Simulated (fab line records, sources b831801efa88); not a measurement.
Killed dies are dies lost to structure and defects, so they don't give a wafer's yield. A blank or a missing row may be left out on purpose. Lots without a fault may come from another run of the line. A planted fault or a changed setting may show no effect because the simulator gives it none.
Problem report in the 8D (eight disciplines) form, filled by code | flow gf180mcu | the parts of the form that need people (team, actions taken, sign-off) are left out

1. THE PROBLEM
chamber_pressure_mTorr at GF_TOP_METAL_METAL_ETCH_16 reads a mean of 9.605 mTorr on 6 wafers of 3 lots; wafers without a fault read 8.000 mTorr with a standard deviation of 0.0074. That is +99 or more standard deviations from the usual mean.
The step: etches the open film in Cl2/BCl3, stops on SiO2, target depth 1077.5 nm, time 179.6 s.
First seen on wafer L213.2, day 31 09:26, on rie_metal-01. The record holds 39 wafers of 13 lots with a number at this step. Rule for "out", or "out of limits": more than 4 standard deviations from the usual mean. The other wafers with a number count as sound.

2. WHAT IT IS AND WHAT IT IS NOT
question                    | is                                             | is not
which readings at this step | chamber_pressure_mTorr                         | drypump_motor_current_A, oes_product_au, rf_fwd_power_W, throttle_valve_pct
which lots                  | L213, L215, L216                               | L204, L205, L206, L208, L218, L219, L221, L225, L226, L227
which wafers of those lots  | L213.2, L213.4, L213.5, L215.3, L216.1, L216.4 | L215.2, L215.5, L216.3
read on which tools         | rie_metal-01                                   | rie_metal-02, rie_metal-03
when                        | from day 31 09:26                              | up to then (12 sound wafers); but 21 sound wafers of L215, L216, L218, L219, L221, L225, L226, L227 came after

3. SUSPECTS, AND WHAT RULES EACH OUT
Counting: a tool at a process step up to the reading stays a suspect if it ran every lot that is out. Sound lots after the first of them don't rule it out here, since some wafers of a struck lot are sound.
- rie_metal-01 at GF_TOP_METAL_METAL_ETCH_16 (etches the open film in Cl2/BCl3, stops on SiO2, target depth 1077.5 nm, time 179.6 s): kept. It ran every lot that is out, first L213 (day 31 09:26); its last sound lot up to then is L208 (day 29 17:39). Its own readings are out on those wafers: chamber_pressure_mTorr.
- Within rie_metal-01 at GF_TOP_METAL_METAL_ETCH_16: the wafers that are out ran in chamber 0; their sound lot-mates ran in chamber 1.
Left after counting: rie_metal-01 at GF_TOP_METAL_METAL_ETCH_16.

4. THE CAUSE (what the simulator had put in)
Process parameter drift: rie_metal-01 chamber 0, from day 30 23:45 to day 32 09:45, at GF_TOP_METAL_METAL_ETCH_16. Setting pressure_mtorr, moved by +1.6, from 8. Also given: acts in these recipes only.
Counting left only this tool.

5. THE CHAIN OF EFFECTS, in route order
Each row: a reading whose mean over the struck wafers that have a number lies more than 3 standard deviations from the usual. Only readings for which the record gives a usual standard deviation are gone through. hours: the time from each lot's start at the first step in this table that gives one to its start at this step, as a median over the lots. sigmas: the change in usual standard deviations.
hours | step                       | reading                | usual       | on struck wafers | change | sigmas
0     | GF_TOP_METAL_METAL_ETCH_16 | chamber_pressure_mTorr | 8.000 mTorr | 9.605            | +1.605 | +99 or more
The process steps in it:
- GF_TOP_METAL_METAL_ETCH_16: etches the open film in Cl2/BCl3, stops on SiO2, target depth 1077.5 nm, time 179.6 s.

6. WHAT WOULD HAVE CAUGHT IT SOONER
In this record the first reading out of limits was taken at day 31 09:26, 10 hours after the fault began at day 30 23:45.
